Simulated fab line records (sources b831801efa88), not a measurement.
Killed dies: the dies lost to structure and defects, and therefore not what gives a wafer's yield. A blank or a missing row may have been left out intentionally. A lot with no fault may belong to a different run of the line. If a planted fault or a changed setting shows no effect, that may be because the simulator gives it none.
Which tool was responsible? / flow sky130 / 11 lots, 33 wafers sampled, at 3 steps of a route of 708

== WHAT EACH GAUGE READ, for each wafer ==
SKY_CONTACT_THK_MEAS_03.
lot=L678; measured=day 30 11:23; on=filmMetro-01; CONTACT_HDPCVD_THK (nm)=563 579 557
lot=L682; measured=day 32 09:01; on=filmMetro-01; CONTACT_HDPCVD_THK (nm)=675 679 685
lot=L683; measured=day 32 13:02; on=filmMetro-02; CONTACT_HDPCVD_THK (nm)=687 680 676
lot=L684; measured=day 32 18:32; on=filmMetro-04; CONTACT_HDPCVD_THK (nm)=568 553 560
lot=L690; measured=day 34 22:38; on=filmMetro-01; CONTACT_HDPCVD_THK (nm)=567 558 561
lot=L694; measured=day 36 03:03; on=filmMetro-01; CONTACT_HDPCVD_THK (nm)=553 557 568
lot=L695; measured=day 36 08:58; on=filmMetro-04; CONTACT_HDPCVD_THK (nm)=563 567 568
lot=L696; measured=day 36 11:52; on=filmMetro-01; CONTACT_HDPCVD_THK (nm)=556 565 558
lot=L697; measured=day 36 14:31; on=filmMetro-01; CONTACT_HDPCVD_THK (nm)=559 566 562
lot=L699; measured=day 37 09:59; on=filmMetro-02; CONTACT_HDPCVD_THK (nm)=560 559 555
lot=L700; measured=day 38 02:07; on=filmMetro-04; CONTACT_HDPCVD_THK (nm)=564 571 575

== TOOL THAT RAN EACH LOT (tool first, then ch and the chambers of the sampled wafers, then the start) ==
lot=L678; SKY_LI_CONTACT_STRIP_16=plasmaAsher-04 ch 0,1, day 29 05:22; SKY_CONTACT_HDPCVD_02=hdpcvd-01 ch 0,1,2, day 30 11:19
lot=L682; SKY_LI_CONTACT_STRIP_16=plasmaAsher-02 ch 0,1, day 31 03:38; SKY_CONTACT_HDPCVD_02=hdpcvd-01 ch 0,1,2, day 32 08:56
lot=L683; SKY_LI_CONTACT_STRIP_16=plasmaAsher-02 ch 0,1, day 31 07:07; SKY_CONTACT_HDPCVD_02=hdpcvd-01 ch 0,1,2, day 32 12:58
lot=L684; SKY_LI_CONTACT_STRIP_16=plasmaAsher-02 ch 0,1, day 31 13:19; SKY_CONTACT_HDPCVD_02=hdpcvd-02 ch 0,1, day 32 18:26
lot=L690; SKY_LI_CONTACT_STRIP_16=plasmaAsher-01 ch 0, day 33 17:09; SKY_CONTACT_HDPCVD_02=hdpcvd-02 ch 0,1, day 34 22:34
lot=L694; SKY_LI_CONTACT_STRIP_16=plasmaAsher-01 ch 1, day 34 21:59; SKY_CONTACT_HDPCVD_02=hdpcvd-01 ch 0,1,2, day 36 02:59
lot=L695; SKY_LI_CONTACT_STRIP_16=plasmaAsher-02 ch 0,1, day 35 04:51; SKY_CONTACT_HDPCVD_02=hdpcvd-01 ch 0,2, day 36 08:52
lot=L696; SKY_LI_CONTACT_STRIP_16=plasmaAsher-04 ch 0,1, day 35 07:30; SKY_CONTACT_HDPCVD_02=hdpcvd-01 ch 1,2, day 36 11:48
lot=L697; SKY_LI_CONTACT_STRIP_16=plasmaAsher-02 ch 0,1, day 35 09:54; SKY_CONTACT_HDPCVD_02=hdpcvd-01 ch 0,1,2, day 36 14:27
lot=L699; SKY_LI_CONTACT_STRIP_16=plasmaAsher-04 ch 0,1, day 36 04:41; SKY_CONTACT_HDPCVD_02=hdpcvd-02 ch 0,1,2, day 37 09:55
lot=L700; SKY_LI_CONTACT_STRIP_16=plasmaAsher-04 ch 0,1, day 36 21:36; SKY_CONTACT_HDPCVD_02=hdpcvd-01 ch 0,1,2, day 38 02:02
- SKY_LI_CONTACT_STRIP_16: strips in O2/N2.
- SKY_CONTACT_HDPCVD_02: deposits SiO2, target thk 565 nm, time 94.2 s.

== THE ANSWER, worked out from the rows above alone ==
Rule: usual is defined by the lots themselves. Put in order of their means at a reading, lots are off if they are a third of the lots or fewer, leave a main group of 4 or more, and stand apart from it by a gap of 3 or more times the standard deviation of the main group's means; of several such gaps the widest counts. A main group is skipped when, at the precision printed for the reading in the tables above, its means are all equal. Also off: a lot with no number at a reading for which 4 or more lots have one. The other lots that the step has rows for count as sound.
Off: L682, L683, at SKY_CONTACT_THK_MEAS_03 (CONTACT_HDPCVD_THK). Mean 563 nm and standard deviation 3.7 in the main group.
If a tool, at a process step before that reading, ran all the lots that are off and no sound lot after the first of them, it fits. Those tools and the gauges at SKY_CONTACT_THK_MEAS_03 are tried in the same way. None of those tried fits.

== WHAT HAD BEEN PUT IN BY THE SIMULATOR ==
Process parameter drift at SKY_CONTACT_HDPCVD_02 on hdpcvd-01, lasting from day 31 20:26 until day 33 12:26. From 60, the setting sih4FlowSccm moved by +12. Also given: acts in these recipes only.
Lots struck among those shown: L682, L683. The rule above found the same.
